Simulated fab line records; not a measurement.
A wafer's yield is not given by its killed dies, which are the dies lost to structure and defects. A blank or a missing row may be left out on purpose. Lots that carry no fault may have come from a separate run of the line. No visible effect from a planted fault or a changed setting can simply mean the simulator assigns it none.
2 desks looking at one fault	flow sky130	each desk holds nothing but its own numbers, with what lay behind them at the end

THE METROLOGY DESK
Means of the sampled wafers that have a number, per lot and without regard to the tool the lot ran on: this is what the gauges read. A lot is out of limits, marked OUT, if its mean lies more than 4 standard deviations from the usual mean; the brackets give that distance.
Columns: A = VT_ADJUST_LVTN_2_TW at SKY_VT_ADJUST_LVTN_TW_MEAS_21, usual 187.3; B = LOCAL_INTERCONNECT_OVL at SKY_LOCAL_INTERCONNECT_OVL_MEAS_12, usual 1 nm
lot	first seen here	A	B
L953	day 7 15:19	187.2	-0
L954	day 7 20:42	187.2	1
L956	day 8 10:08	188.6	11
L957	day 8 19:11	188.8	2
L958	day 8 23:56	188.9	3
L961	day 10 10:23	188.4	2
L963	day 10 20:17	209.4 (+12) OUT	9
L964	day 10 21:28	188.0	-0
L962	day 10 22:28	209.2 (+12) OUT	3
L974	day 13 11:24	187.8	2
L975	day 14 03:53	187.2	-1
L976	day 14 12:32	187.8	0
This desk finds L962, L963 out of limits, with the earliest case on L963 at day 10 20:17 (VT_ADJUST_LVTN_2_TW at SKY_VT_ADJUST_LVTN_TW_MEAS_21). L953, L954, L956, L957, L958, L961, L964, L974, L975, L976: within limits.

THE TOOL OWNER'S DESK: implanter-02
For each lot that ran on this tool, the mean over its sampled wafers that have a number, from the tool's own readings at SKY_VT_ADJUST_LVTN_IMPLANT_19. A lot is out of limits, marked OUT, if its mean lies more than 4 standard deviations from the usual mean; the brackets give that distance.
Columns: A = dose ions cm2 at SKY_VT_ADJUST_LVTN_IMPLANT_19, usual 6.5e+11; B = faraday current uA at SKY_VT_ADJUST_LVTN_IMPLANT_19, usual 3.65
lot	first seen here	A	B
L961	day 10 10:08	6.5e+11	3.64
L963	day 10 20:04	9.5e+11 (+99 or more) OUT	5.43 (+24) OUT
L962	day 10 22:13	9.5e+11 (+99 or more) OUT	5.30 (+22) OUT
L975	day 14 03:38	6.5e+11	3.61
This desk finds L962, L963 out of limits, L963 being first, at day 10 20:04 (dose ions cm2 at SKY_VT_ADJUST_LVTN_IMPLANT_19). L961, L975: within limits.

ALL TOGETHER
On L962, L963, at day 10 20:04, an alarm was possible from the tool owner's desk.
The metrology desk could have raised an alarm at day 10 20:17, on L962, L963.
Of the lots named, all ran SKY_VT_ADJUST_LVTN_IMPLANT_19 on implanter-02.

WHAT HAD BEEN PUT IN BY THE SIMULATOR
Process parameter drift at SKY_VT_ADJUST_LVTN_IMPLANT_19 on implanter-02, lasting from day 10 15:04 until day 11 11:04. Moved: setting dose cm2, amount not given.
Shown lots that were struck: L962, L963.
Counting hours from when the fault started, the first reading out of limits came at 5 for the tool owner's desk and at 5 for the metrology desk.
